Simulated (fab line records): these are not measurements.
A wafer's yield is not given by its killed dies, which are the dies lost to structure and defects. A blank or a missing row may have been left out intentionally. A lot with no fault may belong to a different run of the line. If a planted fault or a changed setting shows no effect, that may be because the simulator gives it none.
Matching of chambers -- flow gf180mcu -- pecvd-04 running GF_V1_CVD_02: 3 sister chambers
The step deposits SiO2 from TEOS, target thk 850 nm, time 94.851 s. 18 wafers are shown with their chamber, then 9 later ones without.

WAFERS PAIRED WITH THEIR CHAMBERS
wafer,chamber,heaterPowerW (W)
L074.4,2,618
L074.5,1,490
L074.6,0,683
L075.1,2,538
L075.3,0,721
L075.6,2,577
L076.1,2,601
L076.3,1,602
L076.4,2,620
L078.1,2,595
L078.5,2,635
L078.6,0,849
L081.1,2,525
L081.4,0,666
L081.6,1,601
L083.2,1,648
L083.4,0,678
L083.5,2,593

SIGNATURES (means of the wafers above)
reading,chamber 0,chamber 1,chamber 2,scatter within a chamber
heaterPowerW,719.40,585.25,589.11,56.1
Rule: a wafer's distance from a chamber is the root of the sum, over the readings, of the square of ((its reading less the chamber's mean) divided by the reading's scatter). If the next closest chamber is less than 2 further off than the closest, the wafer can't be placed; otherwise it belongs to the closest. The scatter: take each reading less its chamber's mean, square it, sum over the shown wafers, divide by the number of wafers less the number of chambers, and take the root.

WAFERS WITH NO CHAMBER GIVEN
wafer,heaterPowerW (W)
L085.1,732
L085.5,626
L085.6,514
L086.1,574
L086.3,612
L086.5,622
L094.4,660
L094.5,618
L094.6,586

EACH ONE'S CHAMBER
wafer,from the rows above,in truth
L085.1,0,0
L085.5,can't be placed: 2 or 1 or 0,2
L085.6,can't be placed: 1 or 2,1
L086.1,can't be placed: 1 or 2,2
L086.3,can't be placed: 2 or 1 or 0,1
L086.5,can't be placed: 2 or 1 or 0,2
L094.4,can't be placed: 0 or 2 or 1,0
L094.5,can't be placed: 2 or 1 or 0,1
L094.6,can't be placed: 1 or 2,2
Placed correctly: 1 of 9. Can't be placed from these rows: 8 (the true chamber is among the candidates in 8). Wrongly placed: 0.
